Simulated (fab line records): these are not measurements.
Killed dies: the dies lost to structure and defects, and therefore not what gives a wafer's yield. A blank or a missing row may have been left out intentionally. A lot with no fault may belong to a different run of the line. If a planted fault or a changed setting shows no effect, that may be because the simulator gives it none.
fab line records || flow gf180mcu || part 2 of 2: steps 30 to 42 of 42
[record] {"lots": 5, "wafers": 15, "last-day": 34}
route steps=602 shown PSD@259 NSD@262 SAB@264 SALICIDE@278 CONTACT@287
lots that met no fault: taken from a fault-free run of the same line
start-h: the number of hours between the record's first day and the start of the first shown wafer of the lot || wait-h: hours from the lot's prior step to this one || " as in the row above || L1.1+2: several wafers, shown together as one row || - either no value or no given start || * or withheld: withheld || < > ~ a bound
route shown NAME@n: a module of which the file shows steps, and the number in the route of the first || usual: mean/standard deviation of fault-free wafers || same: alike in all rows || chamber/n: place in a boat || sites: per-site readings || _std_site: standard deviation across them || _edge_site: the outer-site mean with the inner-site mean subtracted || radius-mm: how far each site lies from the wafer's centre || mask NAME#n: copy n || behind: the last tool/chamber to shape the wafer || hold: the reason the lot was held/the length of the hold in hours/how it ended || device: the transistor (n, p or np) that didn't switch || end of line: the tests these same wafers got at the end of their route || for a step that has no rows: nothing shown but its recipe || killed: count of dies lost to structure and defects at first sort (not the wafer's yield) || map: a wafer's dies, marking killed ones x, the rest . and places with no die _
set.NAME: the setting the step ran with; set.NAME@STEP: the setting that earlier step ran with || model.NAME: the simulator's own value behind a step, which no gauge read
certain route steps with their lots: each step a table, each wafer a row
services: the hour from which a tool's chamber was out of use, counted from the record's first day as start-h (under 0 if before that day), plus the number of hours and why
[[steps]]
[step GF_CONTACT_THK_MEAS_01]
[recipe] {"reads": "SiO2_of_CONTACT_CVD_00"}
[usual] {"CONTACT_CVD_00_THK": "297/3.4"}
{"lot.wafer": "L074.4", "tool": "film-metro-01", "chamber": "-", "start-h": 341.86, "wait-h": 0.1, "CONTACT_CVD_00_THK[nm]": 298}
{"lot.wafer": "L074.5", "tool": "film-metro-01", "chamber": "-", "start-h": 341.86, "wait-h": 0.1, "CONTACT_CVD_00_THK[nm]": 299}
{"lot.wafer": "L074.6", "tool": "film-metro-01", "chamber": "-", "start-h": 341.86, "wait-h": 0.1, "CONTACT_CVD_00_THK[nm]": 289}
{"lot.wafer": "L080.2", "tool": "film-metro-01", "chamber": "-", "start-h": 394.40, "wait-h": 0.0, "CONTACT_CVD_00_THK[nm]": 300}
{"lot.wafer": "L080.3", "tool": "film-metro-01", "chamber": "-", "start-h": 394.40, "wait-h": 0.0, "CONTACT_CVD_00_THK[nm]": 300}
{"lot.wafer": "L080.4", "tool": "film-metro-01", "chamber": "-", "start-h": 394.40, "wait-h": 0.0, "CONTACT_CVD_00_THK[nm]": 298}
{"lot.wafer": "L083.1", "tool": "film-metro-04", "chamber": "-", "start-h": 416.10, "wait-h": 0.0, "CONTACT_CVD_00_THK[nm]": 299}
{"lot.wafer": "L083.3", "tool": "film-metro-04", "chamber": "-", "start-h": 416.10, "wait-h": 0.0, "CONTACT_CVD_00_THK[nm]": 295}
{"lot.wafer": "L083.4", "tool": "film-metro-04", "chamber": "-", "start-h": 416.10, "wait-h": 0.0, "CONTACT_CVD_00_THK[nm]": 303}
{"lot.wafer": "L094.1", "tool": "film-metro-01", "chamber": "-", "start-h": 513.14, "wait-h": 0.0, "CONTACT_CVD_00_THK[nm]": 294}
{"lot.wafer": "L094.3", "tool": "film-metro-01", "chamber": "-", "start-h": 513.14, "wait-h": 0.0, "CONTACT_CVD_00_THK[nm]": 297}
{"lot.wafer": "L094.6", "tool": "film-metro-01", "chamber": "-", "start-h": 513.14, "wait-h": 0.0, "CONTACT_CVD_00_THK[nm]": 297}
{"lot.wafer": "L095.2", "tool": "film-metro-02", "chamber": "-", "start-h": 525.18, "wait-h": 0.0, "CONTACT_CVD_00_THK[nm]": 298}
{"lot.wafer": "L095.4", "tool": "film-metro-02", "chamber": "-", "start-h": 525.18, "wait-h": 0.0, "CONTACT_CVD_00_THK[nm]": 297}
{"lot.wafer": "L095.5", "tool": "film-metro-02", "chamber": "-", "start-h": 525.18, "wait-h": 0.0, "CONTACT_CVD_00_THK[nm]": 296}
[step GF_CONTACT_CVD_02]
[recipe] {"material": "SiO2", "target-thk-nm": 860, "precursor": "TEOS", "temp-c": 400, "time-s": 95.992, "rf-w": 600}
[usual] {"heater-power-w": "602/71", "rf-fwd-power-W": "596.3/2.5"}
{"lot.wafer": "L074.4", "tool": "pecvd-01", "chamber": 0, "start-h": 341.93, "wait-h": 0.1, "heater-power-w": 659, "rf-fwd-power-W": 596.6}
{"lot.wafer": "L074.5", "tool": "pecvd-01", "chamber": 2, "start-h": 341.93, "wait-h": 0.1, "heater-power-w": 556, "rf-fwd-power-W": 597.5}
{"lot.wafer": "L074.6", "tool": "pecvd-01", "chamber": 1, "start-h": 341.93, "wait-h": 0.1, "heater-power-w": 721, "rf-fwd-power-W": 596.3}
{"lot.wafer": "L080.2", "tool": "pecvd-01", "chamber": 2, "start-h": 394.45, "wait-h": 0.0, "heater-power-w": 593, "rf-fwd-power-W": 598.4}
{"lot.wafer": "L080.3", "tool": "pecvd-01", "chamber": 0, "start-h": 394.45, "wait-h": 0.0, "heater-power-w": 533, "rf-fwd-power-W": 596.1}
{"lot.wafer": "L080.4", "tool": "pecvd-01", "chamber": 2, "start-h": 394.45, "wait-h": 0.0, "heater-power-w": 458, "rf-fwd-power-W": 597.1}
{"lot.wafer": "L083.1", "tool": "pecvd-02", "chamber": 2, "start-h": 416.16, "wait-h": 0.1, "heater-power-w": 529, "rf-fwd-power-W": 594.5}
{"lot.wafer": "L083.3", "tool": "pecvd-02", "chamber": 0, "start-h": 416.16, "wait-h": 0.1, "heater-power-w": 723, "rf-fwd-power-W": 595.8}
{"lot.wafer": "L083.4", "tool": "pecvd-02", "chamber": 2, "start-h": 416.16, "wait-h": 0.1, "heater-power-w": 568, "rf-fwd-power-W": 592.8}
{"lot.wafer": "L094.1", "tool": "pecvd-04", "chamber": 1, "start-h": 513.20, "wait-h": 0.1, "heater-power-w": 622, "rf-fwd-power-W": 595.6}
{"lot.wafer": "L094.3", "tool": "pecvd-04", "chamber": 2, "start-h": 513.20, "wait-h": 0.1, "heater-power-w": 632, "rf-fwd-power-W": 599.9}
{"lot.wafer": "L094.6", "tool": "pecvd-04", "chamber": 2, "start-h": 513.20, "wait-h": 0.1, "heater-power-w": 505, "rf-fwd-power-W": 596.0}
{"lot.wafer": "L095.2", "tool": "pecvd-01", "chamber": 1, "start-h": 525.23, "wait-h": 0.0, "heater-power-w": 645, "rf-fwd-power-W": 597.0}
{"lot.wafer": "L095.4", "tool": "pecvd-01", "chamber": 2, "start-h": 525.23, "wait-h": 0.0, "heater-power-w": 563, "rf-fwd-power-W": 597.3}
{"lot.wafer": "L095.5", "tool": "pecvd-01", "chamber": 0, "start-h": 525.23, "wait-h": 0.0, "heater-power-w": 666, "rf-fwd-power-W": 599.0}
[step GF_CONTACT_THK_MEAS_03]
[recipe] {"reads": "SiO2_of_CONTACT_CVD_02"}
[usual] {"CONTACT_CVD_02_THK": "857/12"}
{"lot.wafer": "L074.4", "tool": "film-metro-04", "chamber": "-", "start-h": 341.99, "wait-h": 0.0, "CONTACT_CVD_02_THK[nm]": 860}
{"lot.wafer": "L074.5", "tool": "film-metro-04", "chamber": "-", "start-h": 341.99, "wait-h": 0.0, "CONTACT_CVD_02_THK[nm]": 888}
{"lot.wafer": "L074.6", "tool": "film-metro-04", "chamber": "-", "start-h": 341.99, "wait-h": 0.0, "CONTACT_CVD_02_THK[nm]": 884}
{"lot.wafer": "L080.2", "tool": "film-metro-02", "chamber": "-", "start-h": 394.53, "wait-h": 0.0, "CONTACT_CVD_02_THK[nm]": 851}
{"lot.wafer": "L080.3", "tool": "film-metro-02", "chamber": "-", "start-h": 394.53, "wait-h": 0.0, "CONTACT_CVD_02_THK[nm]": 862}
{"lot.wafer": "L080.4", "tool": "film-metro-02", "chamber": "-", "start-h": 394.53, "wait-h": 0.0, "CONTACT_CVD_02_THK[nm]": 871}
{"lot.wafer": "L083.1", "tool": "film-metro-01", "chamber": "-", "start-h": 416.23, "wait-h": 0.0, "CONTACT_CVD_02_THK[nm]": 832}
{"lot.wafer": "L083.3", "tool": "film-metro-01", "chamber": "-", "start-h": 416.23, "wait-h": 0.0, "CONTACT_CVD_02_THK[nm]": 829}
{"lot.wafer": "L083.4", "tool": "film-metro-01", "chamber": "-", "start-h": 416.23, "wait-h": 0.0, "CONTACT_CVD_02_THK[nm]": 850}
{"lot.wafer": "L094.1", "tool": "film-metro-02", "chamber": "-", "start-h": 513.27, "wait-h": 0.0, "CONTACT_CVD_02_THK[nm]": 847}
{"lot.wafer": "L094.3", "tool": "film-metro-02", "chamber": "-", "start-h": 513.27, "wait-h": 0.0, "CONTACT_CVD_02_THK[nm]": 839}
{"lot.wafer": "L094.6", "tool": "film-metro-02", "chamber": "-", "start-h": 513.27, "wait-h": 0.0, "CONTACT_CVD_02_THK[nm]": 859}
{"lot.wafer": "L095.2", "tool": "film-metro-04", "chamber": "-", "start-h": 525.31, "wait-h": 0.0, "CONTACT_CVD_02_THK[nm]": 850}
{"lot.wafer": "L095.4", "tool": "film-metro-04", "chamber": "-", "start-h": 525.31, "wait-h": 0.0, "CONTACT_CVD_02_THK[nm]": 851}
{"lot.wafer": "L095.5", "tool": "film-metro-04", "chamber": "-", "start-h": 525.31, "wait-h": 0.0, "CONTACT_CVD_02_THK[nm]": 869}
[step GF_CONTACT_CMP_04]
[recipe] {"material": "SiO2", "down-force-psi": 4, "platen-rpm": 60, "pad-velocity-m-s": 0.94248}
[usual] {"motor-current-A": "11.6/1.8", "time-to-endpoint-s": "112/7.9"}
{"lot.wafer": "L074.4", "tool": "cmp-01", "chamber": 3, "start-h": 342.07, "wait-h": 0.1, "motor-current-A": 12.2, "time-to-endpoint-s": 125}
{"lot.wafer": "L074.5", "tool": "cmp-01", "chamber": 2, "start-h": 342.07, "wait-h": 0.1, "motor-current-A": 12.4, "time-to-endpoint-s": 130}
{"lot.wafer": "L074.6", "tool": "cmp-01", "chamber": 3, "start-h": 342.07, "wait-h": 0.1, "motor-current-A": 11.3, "time-to-endpoint-s": 134}
{"lot.wafer": "L080.4", "tool": "cmp-02", "chamber": 2, "start-h": 394.58, "wait-h": 0.0, "motor-current-A": 12.4, "time-to-endpoint-s": 120}
{"lot.wafer": "L080.2", "tool": "cmp-02", "chamber": 3, "start-h": 394.58, "wait-h": 0.0, "motor-current-A": 10.5, "time-to-endpoint-s": 108}
{"lot.wafer": "L080.3", "tool": "cmp-02", "chamber": 0, "start-h": 394.58, "wait-h": 0.0, "motor-current-A": 12.8, "time-to-endpoint-s": 107}
{"lot.wafer": "L083.4", "tool": "cmp-01", "chamber": 0, "start-h": 416.29, "wait-h": 0.0, "motor-current-A": 9.6, "time-to-endpoint-s": 110}
{"lot.wafer": "L083.1", "tool": "cmp-01", "chamber": 1, "start-h": 416.29, "wait-h": 0.0, "motor-current-A": 10.5, "time-to-endpoint-s": 91}
{"lot.wafer": "L083.3", "tool": "cmp-01", "chamber": 3, "start-h": 416.29, "wait-h": 0.0, "motor-current-A": 11.4, "time-to-endpoint-s": 98}
{"lot.wafer": "L094.3", "tool": "cmp-01", "chamber": 0, "start-h": 513.43, "wait-h": 0.1, "motor-current-A": 9.2, "time-to-endpoint-s": 108}
{"lot.wafer": "L094.1", "tool": "cmp-01", "chamber": 1, "start-h": 513.43, "wait-h": 0.1, "motor-current-A": 10.1, "time-to-endpoint-s": 95}
{"lot.wafer": "L094.6", "tool": "cmp-01", "chamber": 3, "start-h": 513.43, "wait-h": 0.1, "motor-current-A": 11.1, "time-to-endpoint-s": 108}
{"lot.wafer": "L095.2", "tool": "cmp-01", "chamber": 2, "start-h": 525.41, "wait-h": 0.1, "motor-current-A": 12.5, "time-to-endpoint-s": 109}
{"lot.wafer": "L095.4", "tool": "cmp-01", "chamber": 0, "start-h": 525.41, "wait-h": 0.1, "motor-current-A": 9.7, "time-to-endpoint-s": 111}
{"lot.wafer": "L095.5", "tool": "cmp-01", "chamber": 2, "start-h": 525.41, "wait-h": 0.1, "motor-current-A": 12.5, "time-to-endpoint-s": 117}
[step GF_CONTACT_BOW_MEAS_05]
[recipe] {"mode": "bow"}
[usual] {"CONTACT_BOW": "66/6.6"}
{"lot.wafer": "L074.4", "tool": "film-metro-01", "chamber": "-", "start-h": 342.38, "wait-h": 0.3, "CONTACT_BOW[um]": 76}
{"lot.wafer": "L074.5", "tool": "film-metro-01", "chamber": "-", "start-h": 342.38, "wait-h": 0.3, "CONTACT_BOW[um]": 77}
{"lot.wafer": "L074.6", "tool": "film-metro-01", "chamber": "-", "start-h": 342.38, "wait-h": 0.3, "CONTACT_BOW[um]": 69}
{"lot.wafer": "L080.2", "tool": "film-metro-04", "chamber": "-", "start-h": 394.90, "wait-h": 0.2, "CONTACT_BOW[um]": 56}
{"lot.wafer": "L080.3", "tool": "film-metro-04", "chamber": "-", "start-h": 394.90, "wait-h": 0.2, "CONTACT_BOW[um]": 57}
{"lot.wafer": "L080.4", "tool": "film-metro-04", "chamber": "-", "start-h": 394.90, "wait-h": 0.2, "CONTACT_BOW[um]": 59}
{"lot.wafer": "L083.1", "tool": "film-metro-02", "chamber": "-", "start-h": 416.59, "wait-h": 0.2, "CONTACT_BOW[um]": 68}
{"lot.wafer": "L083.3", "tool": "film-metro-02", "chamber": "-", "start-h": 416.59, "wait-h": 0.2, "CONTACT_BOW[um]": 62}
{"lot.wafer": "L083.4", "tool": "film-metro-02", "chamber": "-", "start-h": 416.59, "wait-h": 0.2, "CONTACT_BOW[um]": 72}
{"lot.wafer": "L094.1", "tool": "film-metro-01", "chamber": "-", "start-h": 513.63, "wait-h": 0.1, "CONTACT_BOW[um]": 59}
{"lot.wafer": "L094.3", "tool": "film-metro-01", "chamber": "-", "start-h": 513.63, "wait-h": 0.1, "CONTACT_BOW[um]": 61}
{"lot.wafer": "L094.6", "tool": "film-metro-01", "chamber": "-", "start-h": 513.63, "wait-h": 0.1, "CONTACT_BOW[um]": 60}
{"lot.wafer": "L095.2", "tool": "film-metro-02", "chamber": "-", "start-h": 525.68, "wait-h": 0.2, "CONTACT_BOW[um]": 64}
{"lot.wafer": "L095.4", "tool": "film-metro-02", "chamber": "-", "start-h": 525.68, "wait-h": 0.2, "CONTACT_BOW[um]": 65}
{"lot.wafer": "L095.5", "tool": "film-metro-02", "chamber": "-", "start-h": 525.68, "wait-h": 0.2, "CONTACT_BOW[um]": 64}
[step GF_CONTACT_DEHYDRATE_06]
[recipe] {"temp-c": 200, "time-s": 60}
{"lot.wafer": "L074.4+5+6", "tool": "litho-track-04", "chamber": 0, "start-h": 352.82, "wait-h": 10.4}
{"lot.wafer": "L080.2+3+4", "tool": "litho-track-04", "chamber": 0, "start-h": 405.67, "wait-h": 10.8}
{"lot.wafer": "L083.1+3+4", "tool": "litho-track-02", "chamber": 0, "start-h": 428.41, "wait-h": 11.8}
{"lot.wafer": "L094.1+3+6", "tool": "litho-track-01", "chamber": 0, "start-h": 524.40, "wait-h": 10.8}
{"lot.wafer": "L095.2+4+5", "tool": "litho-track-01", "chamber": 0, "start-h": 536.27, "wait-h": 10.6}
[step GF_CONTACT_HMDS_07]
[recipe] {"prime-time-s": 60, "prime-temp-c": 120}
{"lot.wafer": "L074.4+5+6", "tool": "litho-track-04", "chamber": 0, "start-h": 352.97, "wait-h": 0.1}
{"lot.wafer": "L080.2+3+4", "tool": "litho-track-04", "chamber": 0, "start-h": 405.82, "wait-h": 0.1}
{"lot.wafer": "L083.1+3+4", "tool": "litho-track-02", "chamber": 0, "start-h": 428.56, "wait-h": 0.1}
{"lot.wafer": "L094.1+3+6", "tool": "litho-track-01", "chamber": 0, "start-h": 524.55, "wait-h": 0.1}
{"lot.wafer": "L095.2+4+5", "tool": "litho-track-01", "chamber": 0, "start-h": 536.42, "wait-h": 0.1}
[step GF_CONTACT_COAT_08]
[recipe] {"resist": "BARC", "temp-c": "withheld", "time-s": "withheld", "spin-rpm": "withheld", "resist-thk-nm": "withheld"}
{"lot.wafer": "L074.4+5+6", "tool": "litho-track-04", "chamber": 0, "start-h": 353.12, "wait-h": 0.1}
{"lot.wafer": "L080.2+3+4", "tool": "litho-track-04", "chamber": 0, "start-h": 405.97, "wait-h": 0.1}
{"lot.wafer": "L083.1+3+4", "tool": "litho-track-02", "chamber": 0, "start-h": 428.71, "wait-h": 0.1}
{"lot.wafer": "L094.1+3+6", "tool": "litho-track-01", "chamber": 0, "start-h": 524.70, "wait-h": 0.1}
{"lot.wafer": "L095.2+4+5", "tool": "litho-track-01", "chamber": 0, "start-h": 536.57, "wait-h": 0.1}
[step GF_CONTACT_COAT_09]
[recipe] {"resist": "KrF", "spin-rpm": "withheld", "resist-thk-nm": 1000}
{"lot.wafer": "L074.4+5+6", "tool": "litho-track-04", "chamber": 0, "start-h": "-", "wait-h": "-"}
{"lot.wafer": "L080.2+3+4", "tool": "litho-track-04", "chamber": 0, "start-h": "-", "wait-h": "-"}
{"lot.wafer": "L083.1+3+4", "tool": "litho-track-02", "chamber": 0, "start-h": "-", "wait-h": "-"}
{"lot.wafer": "L094.1+3+6", "tool": "litho-track-01", "chamber": 0, "start-h": "-", "wait-h": "-"}
{"lot.wafer": "L095.2+4+5", "tool": "litho-track-01", "chamber": 0, "start-h": "-", "wait-h": "-"}
[step GF_CONTACT_SOFTBAKE_10]
[recipe] {"temp-c": 130, "time-s": 60, "resist": "KrF"}
{"lot.wafer": "L074.4+5+6", "tool": "litho-track-04", "chamber": 0, "start-h": "-", "wait-h": "-"}
{"lot.wafer": "L080.2+3+4", "tool": "litho-track-04", "chamber": 0, "start-h": "-", "wait-h": "-"}
{"lot.wafer": "L083.1+3+4", "tool": "litho-track-02", "chamber": 0, "start-h": "-", "wait-h": "-"}
{"lot.wafer": "L094.1+3+6", "tool": "litho-track-01", "chamber": 0, "start-h": "-", "wait-h": "-"}
{"lot.wafer": "L095.2+4+5", "tool": "litho-track-01", "chamber": 0, "start-h": "-", "wait-h": "-"}
[step GF_CONTACT_EXPOSE_11]
[recipe] {"mask-id": "Contact", "target-cd-nm": 220, "na": 0.68, "source-shape": "conventional", "sigma-outer": 0.6, "dose-mj": 38}
[usual] {"exposure-dose-mJ-cm2": "37.95/0.042", "stage-vel-mm-s": "499.98/0.24"}
{"lot.wafer": "L074.4", "tool": "krf-scanner-02", "chamber": 0, "start-h": "-", "wait-h": "-", "mask": "Contact#0", "exposure-dose-mJ-cm2": 37.96, "stage-vel-mm-s": 500.29}
{"lot.wafer": "L074.5", "tool": "krf-scanner-02", "chamber": 0, "start-h": "-", "wait-h": "-", "mask": "Contact#0", "exposure-dose-mJ-cm2": 38.04, "stage-vel-mm-s": 500.02}
{"lot.wafer": "L074.6", "tool": "krf-scanner-02", "chamber": 0, "start-h": "-", "wait-h": "-", "mask": "Contact#0", "exposure-dose-mJ-cm2": 38.02, "stage-vel-mm-s": 499.90}
{"lot.wafer": "L080.2", "tool": "krf-scanner-01", "chamber": 0, "start-h": "-", "wait-h": "-", "mask": "Contact#0", "exposure-dose-mJ-cm2": 37.94, "stage-vel-mm-s": 500.12}
{"lot.wafer": "L080.3", "tool": "krf-scanner-01", "chamber": 0, "start-h": "-", "wait-h": "-", "mask": "Contact#0", "exposure-dose-mJ-cm2": 37.94, "stage-vel-mm-s": 499.69}
{"lot.wafer": "L080.4", "tool": "krf-scanner-01", "chamber": 0, "start-h": "-", "wait-h": "-", "mask": "Contact#0", "exposure-dose-mJ-cm2": 37.90, "stage-vel-mm-s": 500.03}
{"lot.wafer": "L083.1", "tool": "krf-scanner-02", "chamber": 0, "start-h": "-", "wait-h": "-", "mask": "Contact#0", "exposure-dose-mJ-cm2": 37.92, "stage-vel-mm-s": 499.86}
{"lot.wafer": "L083.3", "tool": "krf-scanner-02", "chamber": 0, "start-h": "-", "wait-h": "-", "mask": "Contact#0", "exposure-dose-mJ-cm2": 37.95, "stage-vel-mm-s": 499.99}
{"lot.wafer": "L083.4", "tool": "krf-scanner-02", "chamber": 0, "start-h": "-", "wait-h": "-", "mask": "Contact#0", "exposure-dose-mJ-cm2": 37.91, "stage-vel-mm-s": 499.81}
{"lot.wafer": "L094.1", "tool": "krf-scanner-02", "chamber": 0, "start-h": "-", "wait-h": "-", "mask": "Contact#0", "exposure-dose-mJ-cm2": 37.92, "stage-vel-mm-s": 500.26}
{"lot.wafer": "L094.3", "tool": "krf-scanner-02", "chamber": 0, "start-h": "-", "wait-h": "-", "mask": "Contact#0", "exposure-dose-mJ-cm2": 37.88, "stage-vel-mm-s": 500.40}
{"lot.wafer": "L094.6", "tool": "krf-scanner-02", "chamber": 0, "start-h": "-", "wait-h": "-", "mask": "Contact#0", "exposure-dose-mJ-cm2": 37.93, "stage-vel-mm-s": 500.51}
{"lot.wafer": "L095.2", "tool": "krf-scanner-01", "chamber": 0, "start-h": "-", "wait-h": "-", "mask": "Contact#0", "exposure-dose-mJ-cm2": 37.96, "stage-vel-mm-s": 499.55}
{"lot.wafer": "L095.4", "tool": "krf-scanner-01", "chamber": 0, "start-h": "-", "wait-h": "-", "mask": "Contact#0", "exposure-dose-mJ-cm2": 37.97, "stage-vel-mm-s": 499.71}
{"lot.wafer": "L095.5", "tool": "krf-scanner-01", "chamber": 0, "start-h": "-", "wait-h": "-", "mask": "Contact#0", "exposure-dose-mJ-cm2": 37.96, "stage-vel-mm-s": 499.59}
[step GF_CONTACT_PEB_12]
[recipe] {"peb-temp-c": 135, "peb-time-s": 90, "resist": "KrF"}
{"lot.wafer": "L074.4+5+6", "tool": "litho-track-04", "chamber": 0, "start-h": "-", "wait-h": "-"}
{"lot.wafer": "L080.2+3+4", "tool": "litho-track-04", "chamber": 0, "start-h": "-", "wait-h": "-"}
{"lot.wafer": "L083.1+3+4", "tool": "litho-track-02", "chamber": 0, "start-h": "-", "wait-h": "-"}
{"lot.wafer": "L094.1+3+6", "tool": "litho-track-02", "chamber": 0, "start-h": "-", "wait-h": "-"}
{"lot.wafer": "L095.2+4+5", "tool": "litho-track-04", "chamber": 0, "start-h": "-", "wait-h": "-"}
[step GF_CONTACT_DEVELOP_13]
[recipe] {"develop-time-s": 60, "resist": "KrF", "dev-temp-c": 21}
{"lot.wafer": "L074.4+5+6", "tool": "litho-track-04", "chamber": 0, "start-h": 363.72, "wait-h": 0.1}
{"lot.wafer": "L080.2+3+4", "tool": "litho-track-04", "chamber": 0, "start-h": 417.62, "wait-h": 0.2}
{"lot.wafer": "L083.1+3+4", "tool": "litho-track-02", "chamber": 0, "start-h": 440.96, "wait-h": 0.2}
{"lot.wafer": "L094.1+3+6", "tool": "litho-track-02", "chamber": 0, "start-h": 535.61, "wait-h": 0.2}
{"lot.wafer": "L095.2+4+5", "tool": "litho-track-04", "chamber": 0, "start-h": 548.47, "wait-h": 0.2}
[[services]]
{"tool": "pecvd-01", "chamber": "-", "start-h": 296.89, "hours": 14.6, "kind": "pm"}
{"tool": "krf-scanner-02", "chamber": "-", "start-h": 304.39, "hours": 0.8, "kind": "pm"}
{"tool": "krf-scanner-02", "chamber": "-", "start-h": 311.12, "hours": 0.7, "kind": "repair"}
{"tool": "cmp-01", "chamber": "-", "start-h": 316.87, "hours": 0.3, "kind": "repair"}
{"tool": "hdpcvd-01", "chamber": "-", "start-h": 330.99, "hours": 0.5, "kind": "repair"}
{"tool": "iline-stepper-01", "chamber": "-", "start-h": 334.55, "hours": 0.9, "kind": "repair"}
{"tool": "rtp-anneal-01", "chamber": "-", "start-h": 336.14, "hours": 2.6, "kind": "pm"}
{"tool": "hdpcvd-01", "chamber": 1, "start-h": 338.22, "hours": 4.7, "kind": "repair"}
{"tool": "cmp-01", "chamber": "-", "start-h": 351.33, "hours": 1.4, "kind": "repair"}
{"tool": "pecvd-01", "chamber": "-", "start-h": 359.54, "hours": 2.5, "kind": "repair"}
{"tool": "pvd-sputter-04", "chamber": "-", "start-h": 361.54, "hours": 0.8, "kind": "repair"}
{"tool": "hdpcvd-01", "chamber": "-", "start-h": 383.00, "hours": 1.6, "kind": "repair"}
{"tool": "krf-scanner-02", "chamber": "-", "start-h": 400.98, "hours": 0.4, "kind": "repair"}
{"tool": "cmp-01", "chamber": "-", "start-h": 404.00, "hours": 4.0, "kind": "pm"}
{"tool": "plasma-asher-02", "chamber": "-", "start-h": 421.25, "hours": 9.0, "kind": "pm"}
{"tool": "krf-scanner-02", "chamber": "-", "start-h": 437.27, "hours": 4.7, "kind": "repair"}
{"tool": "plasma-asher-02", "chamber": "-", "start-h": 440.26, "hours": 1.0, "kind": "repair"}
{"tool": "wet-bench-03", "chamber": "-", "start-h": 454.13, "hours": 4.3, "kind": "repair"}
{"tool": "krf-scanner-02", "chamber": "-", "start-h": 461.89, "hours": 1.3, "kind": "pm"}
{"tool": "krf-scanner-02", "chamber": "-", "start-h": 463.73, "hours": 1.0, "kind": "pm"}
{"tool": "cmp-01", "chamber": "-", "start-h": 473.33, "hours": 5.8, "kind": "repair"}
{"tool": "pecvd-01", "chamber": 2, "start-h": 477.06, "hours": 10.1, "kind": "repair"}
{"tool": "cmp-01", "chamber": "-", "start-h": 479.11, "hours": 12.1, "kind": "pm"}
{"tool": "wet-bench-02", "chamber": "-", "start-h": 483.42, "hours": 1.6, "kind": "repair"}
